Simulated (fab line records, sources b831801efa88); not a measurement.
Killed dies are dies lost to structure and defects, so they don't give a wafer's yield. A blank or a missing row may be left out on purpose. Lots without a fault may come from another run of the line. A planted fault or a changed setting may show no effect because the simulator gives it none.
A struck lot beside a sound one | flow sky130 | 15 steps out of a route of 708
Sound: wafers L302.1, L302.4, L302.6. Struck: wafers L308.1, L308.4, L308.5. The cause comes at the end.
At each step with rows: each side's tool, then ch and its chambers, then its first start. Under that, the readings that differ: sound wafers | struck wafers | difference of the means | sigmas: that difference in standard deviations of wafers without a fault.
alike: readings whose means differ by less than 2 such deviations, and words and numbers that are the same on both sides. not compared: withheld readings, readings that some wafer has no value for, bounds like >300 that may hide the same value, and numbers for which the record gives no deviation and whose values overlap.
The two part at a step that has a row with sigmas, a row that says differs or no value, or rows on one side only. Numbers that don't overlap but have no deviation are shown without sigmas and don't part them. A reading that every wafer of one side lacks parts them only if that side has two wafers or more.

first, 1 step without rows for these wafers: SKY_VT_ADJUST_NCORE_IMPLANT_09.
SKY_VT_ADJUST_NCORE_STRIP_10: strips in O2/N2.
  sound on plasma_asher-02 ch 0,1, day 9 14:06; struck on plasma_asher-03 ch 0,1, day 11 06:59
  alike: drypump_motor_current_A, oes_product_au, strip_time_to_endpoint_s
  not compared: rf_hours_counter_h
SKY_VT_ADJUST_NCORE_TW_MEAS_11:
  sound on film_metro-04, day 9 14:12; struck on film_metro-03, day 11 07:05
  alike: VT_ADJUST_NCORE_TW
then, 7 steps without rows for these wafers: SKY_VT_ADJUST_HVTR_DEHYDRATE_00 (time 60 s); SKY_VT_ADJUST_HVTR_HMDS_01 (prime time 60 s); SKY_VT_ADJUST_HVTR_COAT_02 (resist thk 1140 nm); SKY_VT_ADJUST_HVTR_SOFTBAKE_03 (time 60 s); SKY_VT_ADJUST_HVTR_EXPOSE_04 (exposes mask HVTRM, target cd 380 nm); SKY_VT_ADJUST_HVTR_PEB_05; SKY_VT_ADJUST_HVTR_DEVELOP_06 (develop time 61.13 s).
SKY_VT_ADJUST_HVTR_CD_MEAS_07: target cd 380 nm.
  sound on cd_sem-01, day 10 11:51; struck on cd_sem-01, day 12 06:25
  alike: cd_nm
SKY_VT_ADJUST_HVTR_OVL_MEAS_08:
  sound on overlay-02, day 10 11:58; struck on overlay-01, day 12 06:32
  alike: VT_ADJUST_HVTR_OVL
SKY_VT_ADJUST_HVTR_IMPLANT_09:
  sound on implanter-02 ch 0, day 10 12:00; struck on implanter-03 ch 0, day 12 06:34
  reading                   | sound             | struck            | difference | sigmas
  implant_ion_amu           | 11 11 11          | 49 49 49          | +38        |
  model.implant.rp_nm (nm)  | 33.26 33.26 33.26 | 10.14 10.14 10.14 | -23.12     |
  model.implant.drp_nm (nm) | 17.11 17.11 17.11 | 6.005 6.005 6.005 | -11.105    |
  alike: beam_energy_keV
SKY_VT_ADJUST_HVTR_STRIP_10: strips in O2/N2.
  sound on plasma_asher-04 ch 0,1, day 10 12:09; struck on plasma_asher-01 ch 0,1, day 12 06:43
  reading               | sound             | struck            | difference | sigmas
  oes_product_au (a.u.) | 0.711 0.706 0.710 | 0.719 0.718 0.720 | +0.010     | +2
  alike: drypump_motor_current_A, strip_time_to_endpoint_s
  not compared: rf_hours_counter_h
SKY_VT_ADJUST_HVTR_TW_MEAS_11:
  sound on film_metro-02, day 10 12:15; struck on film_metro-04, day 12 07:03
  reading           | sound             | struck            | difference | sigmas
  VT_ADJUST_HVTR_TW | 211.2 210.4 211.3 | 302.8 303.4 304.1 | +92.5      | +54
  not compared: hold

WHERE THEY PART
First at SKY_VT_ADJUST_HVTR_STRIP_10; last, within this record, at SKY_VT_ADJUST_HVTR_TW_MEAS_11.

WHY: what the simulator had put in
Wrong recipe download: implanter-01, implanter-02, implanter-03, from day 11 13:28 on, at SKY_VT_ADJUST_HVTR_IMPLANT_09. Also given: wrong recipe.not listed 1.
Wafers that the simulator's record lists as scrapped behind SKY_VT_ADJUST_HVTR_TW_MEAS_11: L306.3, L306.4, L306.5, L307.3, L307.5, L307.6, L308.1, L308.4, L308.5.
